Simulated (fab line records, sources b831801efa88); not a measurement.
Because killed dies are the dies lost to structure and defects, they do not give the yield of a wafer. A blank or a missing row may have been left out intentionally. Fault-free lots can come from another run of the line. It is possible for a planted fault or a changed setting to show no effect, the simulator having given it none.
8D (eight disciplines) problem report, filled in by code	flow sky130	the parts of the form that need people (team, actions taken, sign-off) are left out

1. THE ISSUE
stripTimeToEndpointS at SKY_DNWELL_STRIP_08 reads a mean of 26.09 s on 6 wafers of 2 lots; wafers without a fault read 36.92 s with a standard deviation of 0.11. Relative to the usual mean, that is a shift of -98 standard deviations.
The step: strips in O2/N2.
Earliest sighting: wafer L973.1 on plasmaAsher-01 at day 7 00:49. Wafers with a number at this step in the record: 36, from 12 lots. By rule, "out" or "out of limits" means more than 4 standard deviations away from the usual mean. All remaining wafers that have a number are taken as sound.

2. WHAT IT IS AND WHAT IT IS NOT
question	is	is not
which readings at this step	stripTimeToEndpointS	oesProductAu
which lots	L973, L974	L958, L960, L964, L965, L975, L976, L977, L978, L979, L980
which wafers of those lots	all that have a number	-
read on which tools	plasmaAsher-01, plasmaAsher-02	plasmaAsher-03
when	from day 7 00:49	up to then (12 sound wafers); but 18 sound wafers of L975, L976, L977, L978, L979, L980 came after

3. THE SUSPECTS, EACH WITH WHAT RULES IT OUT
Counting: a tool at a process step up to the reading stays a suspect if it ran every lot that is out and no sound lot after the first of them.
- lithoTrack-02 at SKY_DNWELL_COAT_02 (resist thk 3000 nm): kept. It ran every lot that is out, first L973 (day 6 15:19), and no sound lot after that; its last sound lot up to then is L965 (day 4 16:49).
The count leaves lithoTrack-02 at SKY_DNWELL_COAT_02.

4. THE CAUSE (what the simulator had put in)
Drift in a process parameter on lithoTrack-02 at SKY_DNWELL_COAT_02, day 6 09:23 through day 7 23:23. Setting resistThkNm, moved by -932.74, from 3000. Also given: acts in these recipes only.
The count eliminated every tool but this one.

5. THE CHAIN OF EFFECTS, in route order
Rows list readings where the struck wafers' mean (over those with a number) sits beyond 3 standard deviations from the usual. Only readings for which the record gives a usual standard deviation are gone through. hours: the time from each lot's start at the first step in this table that gives one to its start at this step, as a median over the lots. sigmas: the change in usual standard deviations.
hours	step	reading	usual	on struck wafers	change	sigmas
0	SKY_DNWELL_STRIP_08	stripTimeToEndpointS	36.92 s	26.09	-10.83	-98
Its process steps:
- SKY_DNWELL_STRIP_08: strips in O2/N2.

6. WHAT WOULD HAVE CAUGHT IT SOONER
In this record the first reading out of limits was taken at day 7 00:49, 15 hours after the fault began at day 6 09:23.
An alarm limit of 4 standard deviations would not have fired on the tool readings at SKY_DNWELL_COAT_02 for which the record gives a usual standard deviation, since none of them was out on any struck wafer.
By day 7 00:49 the whole set of lots that are out, 2 in number, had already begun SKY_DNWELL_COAT_02 on lithoTrack-02. Tool hold at that time: it would have spared none of them.
